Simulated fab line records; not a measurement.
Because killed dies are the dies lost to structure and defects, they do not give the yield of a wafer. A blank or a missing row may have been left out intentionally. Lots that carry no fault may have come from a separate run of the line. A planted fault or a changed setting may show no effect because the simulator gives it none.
Matching of chambers :: flow sky130 :: SKY_VIA1_CMP_24 on cmp-01: 4 sister chambers
The step polishes, stops on SiO2, t overpolish 15 s, target thk 0 nm. 36 wafers are shown with their chamber, then 12 later ones without.

WAFERS, EACH WITH ITS CHAMBER
wafer: L074.1
chamber: 2
time to endpoint s (s): 68.8
motor current A (A): 11.5
overpolish run s (s): 15.012

wafer: L074.2
chamber: 3
time to endpoint s (s): 67.1
motor current A (A): 11.5
overpolish run s (s): 15.005

wafer: L074.3
chamber: 0
time to endpoint s (s): 65.0
motor current A (A): 11.6
overpolish run s (s): 15.001

wafer: L075.2
chamber: 0
time to endpoint s (s): 63.8
motor current A (A): 11.1
overpolish run s (s): 15.019

wafer: L075.4
chamber: 1
time to endpoint s (s): 68.6
motor current A (A): 11.1
overpolish run s (s): 15.006

wafer: L075.5
chamber: 0
time to endpoint s (s): 64.0
motor current A (A): 11.8
overpolish run s (s): 14.994

wafer: L076.2
chamber: 1
time to endpoint s (s): 68.2
motor current A (A): 11.4
overpolish run s (s): 14.989

wafer: L076.3
chamber: 3
time to endpoint s (s): 66.2
motor current A (A): 11.6
overpolish run s (s): 14.994

wafer: L076.6
chamber: 3
time to endpoint s (s): 66.1
motor current A (A): 11.2
overpolish run s (s): 14.985

wafer: L083.1
chamber: 2
time to endpoint s (s): 64.4
motor current A (A): 11.1
overpolish run s (s): 14.982

wafer: L083.2
chamber: 1
time to endpoint s (s): 64.2
motor current A (A): 11.9
overpolish run s (s): 14.997

wafer: L083.5
chamber: 2
time to endpoint s (s): 67.0
motor current A (A): 10.9
overpolish run s (s): 15.003

wafer: L081.1
chamber: 0
time to endpoint s (s): 62.0
motor current A (A): 11.9
overpolish run s (s): 14.996

wafer: L081.2
chamber: 3
time to endpoint s (s): 64.6
motor current A (A): 11.5
overpolish run s (s): 14.991

wafer: L081.4
chamber: 1
time to endpoint s (s): 67.1
motor current A (A): 11.0
overpolish run s (s): 14.997

wafer: L085.2
chamber: 3
time to endpoint s (s): 66.4
motor current A (A): 11.4
overpolish run s (s): 15.001

wafer: L085.5
chamber: 3
time to endpoint s (s): 65.0
motor current A (A): 12.1
overpolish run s (s): 14.996

wafer: L085.6
chamber: 0
time to endpoint s (s): 61.3
motor current A (A): 11.6
overpolish run s (s): 14.995

wafer: L086.2
chamber: 3
time to endpoint s (s): 63.8
motor current A (A): 11.3
overpolish run s (s): 14.998

wafer: L086.4
chamber: 1
time to endpoint s (s): 67.4
motor current A (A): 11.1
overpolish run s (s): 15.003

wafer: L086.5
chamber: 3
time to endpoint s (s): 64.5
motor current A (A): 11.3
overpolish run s (s): 14.990

wafer: L087.3
chamber: 2
time to endpoint s (s): 70.0
motor current A (A): 11.4
overpolish run s (s): 14.994

wafer: L087.4
chamber: 0
time to endpoint s (s): 63.8
motor current A (A): 11.5
overpolish run s (s): 14.996

wafer: L087.6
chamber: 0
time to endpoint s (s): 60.7
motor current A (A): 11.6
overpolish run s (s): 14.986

wafer: L088.1
chamber: 1
time to endpoint s (s): 65.2
motor current A (A): 11.2
overpolish run s (s): 14.998

wafer: L088.3
chamber: 3
time to endpoint s (s): 63.9
motor current A (A): 11.3
overpolish run s (s): 15.007

wafer: L088.6
chamber: 2
time to endpoint s (s): 67.8
motor current A (A): 10.8
overpolish run s (s): 14.996

wafer: L090.2
chamber: 0
time to endpoint s (s): 65.2
motor current A (A): 11.3
overpolish run s (s): 15.012

wafer: L090.5
chamber: 2
time to endpoint s (s): 70.1
motor current A (A): 11.1
overpolish run s (s): 15.000

wafer: L090.6
chamber: 3
time to endpoint s (s): 68.3
motor current A (A): 11.6
overpolish run s (s): 15.004

wafer: L092.2
chamber: 1
time to endpoint s (s): 65.8
motor current A (A): 11.3
overpolish run s (s): 14.988

wafer: L092.4
chamber: 0
time to endpoint s (s): 62.2
motor current A (A): 11.8
overpolish run s (s): 15.011

wafer: L092.5
chamber: 3
time to endpoint s (s): 63.2
motor current A (A): 11.2
overpolish run s (s): 15.002

wafer: L091.1
chamber: 0
time to endpoint s (s): 60.0
motor current A (A): 10.8
overpolish run s (s): 15.011

wafer: L091.2
chamber: 1
time to endpoint s (s): 66.6
motor current A (A): 11.8
overpolish run s (s): 15.000

wafer: L091.4
chamber: 3
time to endpoint s (s): 63.8
motor current A (A): 11.8
overpolish run s (s): 15.008

SIGNATURES (means of the wafers above)
reading: time to endpoint s
chamber 0: 62.800
chamber 1: 66.638
chamber 2: 68.017
chamber 3: 65.242
scatter within a chamber: 1.73

reading: motor current A
chamber 0: 11.500
chamber 1: 11.350
chamber 2: 11.133
chamber 3: 11.483
scatter within a chamber: 0.306

reading: overpolish run s
chamber 0: 15.00210
chamber 1: 14.99725
chamber 2: 14.99783
chamber 3: 14.99842
scatter within a chamber: 0.00858
Rule: a wafer's distance from a chamber is the root of the sum, over the readings, of the square of ((its reading less the chamber's mean) divided by the reading's scatter). The wafer belongs to the nearest chamber; if the next one is less than 2 further off, it can't be placed. The scatter: the root of (the sum of the squares of (reading less its chamber's mean) over the shown wafers, divided by (wafers less chambers)).

WAFERS WITH NO CHAMBER GIVEN
wafer: L093.1
time to endpoint s (s): 67.8
motor current A (A): 11.2
overpolish run s (s): 14.991

wafer: L093.2
time to endpoint s (s): 63.2
motor current A (A): 11.8
overpolish run s (s): 15.007

wafer: L093.3
time to endpoint s (s): 68.1
motor current A (A): 10.7
overpolish run s (s): 15.013

wafer: L095.1
time to endpoint s (s): 60.8
motor current A (A): 11.4
overpolish run s (s): 15.014

wafer: L095.4
time to endpoint s (s): 66.4
motor current A (A): 11.1
overpolish run s (s): 14.989

wafer: L095.5
time to endpoint s (s): 62.7
motor current A (A): 11.5
overpolish run s (s): 15.000

wafer: L096.1
time to endpoint s (s): 63.3
motor current A (A): 11.0
overpolish run s (s): 14.995

wafer: L096.2
time to endpoint s (s): 68.3
motor current A (A): 11.4
overpolish run s (s): 14.999

wafer: L096.3
time to endpoint s (s): 60.9
motor current A (A): 11.3
overpolish run s (s): 14.990

wafer: L097.1
time to endpoint s (s): 64.3
motor current A (A): 11.7
overpolish run s (s): 15.012

wafer: L097.4
time to endpoint s (s): 60.8
motor current A (A): 11.3
overpolish run s (s): 14.991

wafer: L097.5
time to endpoint s (s): 60.5
motor current A (A): 11.1
overpolish run s (s): 14.987

CHAMBER TAKEN BY EACH
wafer: L093.1
from the rows above: can't be placed: 2 or 1 or 3
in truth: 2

wafer: L093.2
from the rows above: can't be placed: 0 or 3 or 1
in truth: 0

wafer: L093.3
from the rows above: can't be placed: 2 or 1 or 3 or 0
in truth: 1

wafer: L095.1
from the rows above: can't be placed: 0 or 3
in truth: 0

wafer: L095.4
from the rows above: can't be placed: 1 or 2 or 3 or 0
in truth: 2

wafer: L095.5
from the rows above: can't be placed: 0 or 3
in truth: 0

wafer: L096.1
from the rows above: can't be placed: 0 or 3 or 1 or 2
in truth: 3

wafer: L096.2
from the rows above: can't be placed: 2 or 1 or 3
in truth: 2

wafer: L096.3
from the rows above: can't be placed: 0 or 3 or 1
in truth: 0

wafer: L097.1
from the rows above: can't be placed: 0 or 3 or 1 or 2
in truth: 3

wafer: L097.4
from the rows above: can't be placed: 0 or 3 or 1
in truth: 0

wafer: L097.5
from the rows above: can't be placed: 0 or 3 or 1 or 2
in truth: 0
Correct placement for 0 of the 12. These rows do not allow placing 12 (true chamber among the candidates in 12). Wrongly placed: 0.
